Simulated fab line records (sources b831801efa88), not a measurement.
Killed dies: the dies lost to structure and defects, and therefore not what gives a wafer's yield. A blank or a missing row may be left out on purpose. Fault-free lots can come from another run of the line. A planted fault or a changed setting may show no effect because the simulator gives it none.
A lot that was struck, set against a sound lot    flow sky130    16 steps out of a route of 708
Sound: the wafers L928.2, L928.3, L928.4. Wafers struck: L920.1, L920.2, L920.3. The cause is given at the end.
For every step that has rows: the tool of each side, followed by ch and its chambers, followed by its first start. Under that, the readings that differ: sound wafers    struck wafers    difference of the means    sigmas: that difference in standard deviations of wafers without a fault.
alike: words and numbers the same on both sides, and readings whose means are apart by under 2 such deviations; not compared: readings that were withheld, readings missing a value for some wafer, numbers with overlapping values and no deviation given by the record, and bounds like >300 which may hide the same value.
Wherever a step has rows on one side only, a row that says differs or no value, or a row with sigmas, the two part there. When numbers do not overlap yet have no deviation, they are printed without sigmas and do not part them. A reading missing from all wafers of one side parts the sides only when that side holds two or more wafers.

first, 8 steps without rows for these wafers: SKY_POLY_GATE_DEHYDRATE_05 (time 60 s); SKY_POLY_GATE_HMDS_06 (prime time 60 s); SKY_POLY_GATE_COAT_07 (resist thk 110 nm); SKY_POLY_GATE_COAT_08 (resist thk 450 nm); SKY_POLY_GATE_SOFTBAKE_09 (time 90 s); SKY_POLY_GATE_EXPOSE_10 (exposes mask P1M, target cd 150 nm); SKY_POLY_GATE_PEB_11; SKY_POLY_GATE_DEVELOP_12 (develop time 60 s).
SKY_POLY_GATE_CD_MEAS_13: the cd target is 150 nm.
  sound on cd sem-01, day 22 11:32; struck on cd sem-02, day 19 11:58
  alike: cd nm
SKY_POLY_GATE_OVL_MEAS_14:
  sound on overlay-01, day 22 11:38; struck on overlay-01, day 19 12:05
  alike: POLY_GATE_OVL
SKY_POLY_GATE_ETCH_15: etches BARC in N2/H2, stops on SiO2, time 118.5 s, target depth 110 nm.
  sound on rie diel-02 ch 0,1, day 22 11:40; struck on rie diel-02 ch 0,2,3, day 19 12:07
  alike: drypump motor current A, oes product au, run length s, throttle valve pct
  not compared: rf hours counter h
SKY_POLY_GATE_ETCH_16: etches Si3N4 in CH3F/O2, stops on poly-Si, time 147.5 s, target depth 75 nm.
  sound on rie diel-02 ch 0,1, day 22 11:45; struck on rie diel-02 ch 0,2,3, day 19 12:12
  alike: drypump motor current A, oes product au, run length s, throttle valve pct
  not compared: rf hours counter h
SKY_POLY_GATE_ETCH_17: etches poly-Si in HBr/Cl2, stops on SiO2, target depth 180 nm, time 70.5 s.
  sound on rie si-01 ch 0,1,2, day 22 11:51; struck on rie si-01 ch 0,1,3, day 19 12:18
reading                                           sound              struck             difference  sigmas
oes product au (a.u.)                             0.976 0.976 0.978  0.991 0.997 0.999  +0.019      +3
run length s (s)                                  98.8 98.8 98.3     76.5 77.0 77.7     -21.6       -49
model.POLY_GATE.feature depth nm (nm)             176.3 176.8 176.9  123.6 124.8 125.8  -51.9       
model.etch.depth nm (nm)                          176.3 176.8 176.9  123.6 124.8 125.8  -51.9       
model.KrF-thick_of_POLY_GATE_COAT_08.thk nm (nm)  142 140.9 139.9    172.1 174 174      +32.4       
  alike: drypump motor current A, he backside leak sccm, throttle valve pct
  not compared: rf hours counter h
SKY_POLY_GATE_STRIP_18: strips in O2/N2.
  sound on plasma asher-03 ch 0,1, day 22 11:54; struck on plasma asher-01 ch 0,1, day 19 12:21
reading                       sound              struck             difference  sigmas
oes product au (a.u.)         0.356 0.363 0.360  0.374 0.383 0.381  +0.020      +4
strip time to endpoint s (s)  3.20 3.18 3.15     3.50 3.53 3.54     +0.35       +8
  alike: drypump motor current A
  not compared: rf hours counter h
then, 1 step without rows for these wafers: SKY_POLY_GATE_CLEAN_19 (cleans in SC1/SC2, time 150 s).
-- record jumps: 28 days separate the struck wafers' starts on either side; left off in module POLY_GATE, taken up again in module PAD_OPEN, whose first shown step is the route's number 708 --
SKY_PAD_OPEN_PROBE_99:
  sound on prober-01, day 49 20:20; struck on prober-01, day 47 20:53
reading                           sound              struck             difference  sigmas
model.etest.tip sonos.rs ohm sq   2745 2730 2748     3016 3014 2981     +263        
model.etest.tip n.rs ohm sq       440.9 441.9 438.1  451.7 455.1 453.6  +13.2       
model.etest.res pdiff.rs ohm sq   202.1 201.8 201.8  200.1 199.4 200    -2.1        
model.etest.poly comb.over limit  0 0 0              1 1 1              +1          
  alike: killed_at_M0_to_M3, killed_at_M4_up, killed at contacts, killed at front end, killed at other, killed dies, killed open, killed short
  not compared: model.etest.res pdiff hv.rs ohm sq

WHERE THEY PART
Earliest at SKY_POLY_GATE_ETCH_17; latest, in this record, at SKY_POLY_GATE_STRIP_18. Later steps at which nothing parts them and some readings are alike: SKY_PAD_OPEN_PROBE_99.

WHY: whatever the simulator had introduced
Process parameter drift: rie si-01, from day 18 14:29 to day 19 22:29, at SKY_POLY_GATE_ETCH_17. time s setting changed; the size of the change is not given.
